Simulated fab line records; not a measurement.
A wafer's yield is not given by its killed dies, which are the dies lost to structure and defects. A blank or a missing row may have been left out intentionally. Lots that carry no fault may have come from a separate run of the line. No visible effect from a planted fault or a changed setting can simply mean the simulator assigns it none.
Struck lot and sound lot, side by side :: flow gf180mcu :: 18 out of 602 route steps
Sound: wafers L909.1, L909.4, L909.5. The struck wafers were L919.2, L919.5, L919.6. The cause is given at the end.
Each step with rows lists, per side, the tool, then ch with its chambers, then its first start. Under that, the readings that differ: sound wafers :: struck wafers :: difference of the means :: sigmas: that difference in standard deviations of wafers without a fault.
alike: readings with means less than 2 such deviations apart, plus words and numbers identical on both sides. not compared: withheld readings, readings lacking a value on some wafer, bounds such as >300 that could conceal the same value, and numbers that have no deviation in the record and whose values overlap.
The two part at a step that has a row with sigmas, a row that says differs or no value, or rows on one side only. Non-overlapping numbers with no deviation appear without sigmas and do not part them. Lack of a reading on every wafer of one side parts them only where that side has two or more wafers.

first, 1 step without rows for these wafers: GF_HV_LDD_CLEAN_51 (cleans in SC1/SC2, time 150 s).
GF_HV_LDD_RTA_52: time 10 s.
  sound on rtp anneal-01 ch 0, day 14 17:59; struck on rtp anneal-02 ch 0, day 18 00:58
  alike: lamp power pct, wafer_temp_C_max
GF_HV_LDD_RS_MEAS_53: measures by four-point-probe.
  struck on film metro-04, day 18 01:02; sound on film metro-03, day 14 18:03
  alike: HV_LDD_RS
then, 1 step without rows for these wafers: GF_HV_LDD_CVD_54 (deposits SiO2 from TEOS, target thk 10 nm, time 75 s).
GF_HV_LDD_THK_MEAS_55:
  struck on film metro-03, day 18 02:11; sound on film metro-01, day 14 19:11
  alike: HV_LDD_CVD_54_THK
then, 1 step without rows for these wafers: GF_HV_LDD_CVD_56 (deposits Si3N4 from DCS/NH3, target thk 90 nm, time 1543 s).
GF_HV_LDD_THK_MEAS_57:
  struck on film metro-04, day 18 03:40; sound on film metro-04, day 14 20:48
  alike: HV_LDD_CVD_56_THK
GF_HV_LDD_ETCHBACK_58: etches Si3N4 in CH3F/O2, stops on SiO2, time 100 s, target depth 90 nm.
  sound on rie diel-01 ch 0,1,3, day 14 20:52; struck on rie diel-04 ch 1,2, day 18 03:43
  alike: drypump motor current A, oes product au, throttle valve pct
  not compared: rf hours counter h
then, 4 steps without rows for these wafers: GF_NSD_DEHYDRATE_00 (time 60 s); GF_NSD_HMDS_01 (prime time 60 s); GF_NSD_COAT_02 (resist thk 1000 nm); GF_NSD_SOFTBAKE_03 (time 60 s).
GF_NSD_EXPOSE_04: exposes mask Nplus, target cd 400 nm.
  sound on iline stepper-02 ch 0, day 15 07:37; struck on iline stepper-02 ch 0, day 18 15:58
reading: exposure dose mJ cm2
sound: 140.10 140.10 139.92
struck: 132.65 132.53 132.64
difference: -7.43
sigmas: -50
  alike: mask
then, 2 steps without rows for these wafers: GF_NSD_PEB_05; GF_NSD_DEVELOP_06 (develop time 60 s).
GF_NSD_CD_MEAS_07: target cd 400 nm.
  struck on cd sem-02, day 19 04:11; sound on cd sem-02, day 15 18:17
reading: cd nm (nm)
sound: 400.4 396.3 399.8
struck: 382.4 383.6 381.8
difference: -16.2
sigmas: -7
GF_NSD_OVL_MEAS_08:
  struck on overlay-01, day 19 04:18; sound on overlay-01, day 15 18:24
  alike: NSD_OVL
then, 1 step without rows for these wafers: GF_PASSIVATION_PROBE_99.

== WHERE THEY PART ==
First at GF_NSD_EXPOSE_04; last, within this record, at GF_NSD_CD_MEAS_07. Later steps at which nothing parts them and some readings are alike: GF_NSD_OVL_MEAS_08.

WHY: what the simulator had put in
Process parameters drifting: iline stepper-02 at GF_NSD_EXPOSE_04, beginning at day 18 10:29. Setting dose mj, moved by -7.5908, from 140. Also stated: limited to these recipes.
